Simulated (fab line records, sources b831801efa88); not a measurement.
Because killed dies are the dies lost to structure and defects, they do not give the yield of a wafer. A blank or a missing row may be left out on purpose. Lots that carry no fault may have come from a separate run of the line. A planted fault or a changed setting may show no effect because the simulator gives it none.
Which of the tools did it?    flow sfq-line    Sampling: 14 lots, 42 wafers, 2 of 325 route steps

== WHAT THE GAUGES READ, wafer by wafer ==
SFQ_M1_RS_MEAS_909: measurement is done with a four-point probe. Usual: M1_NB_RS typically reads 0.893 ohm/sq, with standard deviation 0.0096.
lot   measured      on             M1_NB_RS (ohm/sq)  flag
L445  day 17 10:28  film-metro-04  0.891 0.894 0.887  
L446  day 17 18:52  film-metro-04  0.899 0.904 0.910  
L447  day 18 00:49  film-metro-04  0.893 0.900 0.897  
L448  day 18 09:49  film-metro-04  0.902 0.903 0.908  
L450  day 18 18:58  film-metro-02  0.890 0.885 0.897  
L451  day 19 05:08  film-metro-01  0.917 0.918 0.906  
L452  day 21 00:19  film-metro-02  0.890 0.885 0.888  
L453  day 21 17:22  film-metro-02  0.883 0.894 0.895  
L454  day 22 19:44  film-metro-02  0.890 0.890 0.898  
L456  day 23 09:23  film-metro-04  0.883 0.881 0.891  
L458  day 23 21:25  film-metro-01  0.891 0.889 0.880  
L462  day 25 17:40  film-metro-02  0.887 0.884 0.891  
L464  day 26 13:01  film-metro-04  0.898 0.711 0.904  OFF
L465  day 26 16:43  film-metro-01  0.887 0.704 0.893  OFF

== WHICH TOOL RAN EACH LOT (tool, then ch and the chambers of the sampled wafers, then the start) ==
lot   SFQ_TRILAYER_M1_DEP_SPUTTER_037
L445  pvd-sputter-04, day 17 10:20
L446  pvd-sputter-03, day 17 18:44
L447  pvd-sputter-03, day 18 00:44
L448  pvd-sputter-06, day 18 09:44
L450  pvd-sputter-06, day 18 18:51
L451  pvd-sputter-06, day 19 05:01
L452  pvd-sputter-03, day 21 00:11
L453  pvd-sputter-06, day 21 17:15
L454  pvd-sputter-04, day 22 19:39
L456  pvd-sputter-04, day 23 09:17
L458  pvd-sputter-04, day 23 21:16
L462  pvd-sputter-04, day 25 17:34
L464  pvd-sputter-04, day 26 12:54
L465  pvd-sputter-04, day 26 16:37
- SFQ_TRILAYER_M1_DEP_SPUTTER_037: material Nb, target thk 200 nm, time 133.3 s.

== AS READ BY THE TOOLS THEMSELVES (means over the sampled wafers that have a number; for cases with no such wafer, the mark the record gives instead) ==
SFQ_TRILAYER_M1_DEP_SPUTTER_037. Usual: throttle-valve-pct at 30.0 %, with a standard deviation of 0.97.
lot   tool            throttle-valve-pct (%)  flag
L445  pvd-sputter-04  29.6                    
L446  pvd-sputter-03  30.9                    
L447  pvd-sputter-03  30.2                    
L448  pvd-sputter-06  29.6                    
L450  pvd-sputter-06  30.0                    
L451  pvd-sputter-06  30.1                    
L452  pvd-sputter-03  30.3                    
L453  pvd-sputter-06  30.1                    
L454  pvd-sputter-04  29.6                    
L456  pvd-sputter-04  29.2                    
L458  pvd-sputter-04  30.2                    
L462  pvd-sputter-04  29.0                    
L464  pvd-sputter-04  29.0                    
L465  pvd-sputter-04  29.1                    

== THE ANSWER, worked out from the rows above alone ==
Rule: a lot is off if the mean of its wafers that have a number lies more than 3 standard deviations from the usual mean. A lot without any number at a reading at which 4 lots or more have one is off too. Where the step has rows for the other lots, those lots are counted as sound. First the gauges in route order, then the tools' own readings, where a lot's mean is used as printed above. The first step at which some lot is off is used, and at that step the reading that is off furthest; a lot without a number counts as furthest.
Off: L464, L465, at SFQ_M1_RS_MEAS_909 (M1_NB_RS).
If a tool, at a process step before that reading, ran all the lots that are off and no sound lot after the first of them, it fits. Gauges at SFQ_M1_RS_MEAS_909: tried the same way as those tools. One candidate fits, namely pvd-sputter-04 at SFQ_TRILAYER_M1_DEP_SPUTTER_037. Its last sound lot is L462 (day 25 17:34), its first lot that is off L464 (day 26 12:54): a fault that began between those two fits.

== WHAT THE SIMULATOR HAD PUT IN ==
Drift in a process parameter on pvd-sputter-04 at SFQ_TRILAYER_M1_DEP_SPUTTER_037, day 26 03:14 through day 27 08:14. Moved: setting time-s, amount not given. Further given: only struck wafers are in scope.
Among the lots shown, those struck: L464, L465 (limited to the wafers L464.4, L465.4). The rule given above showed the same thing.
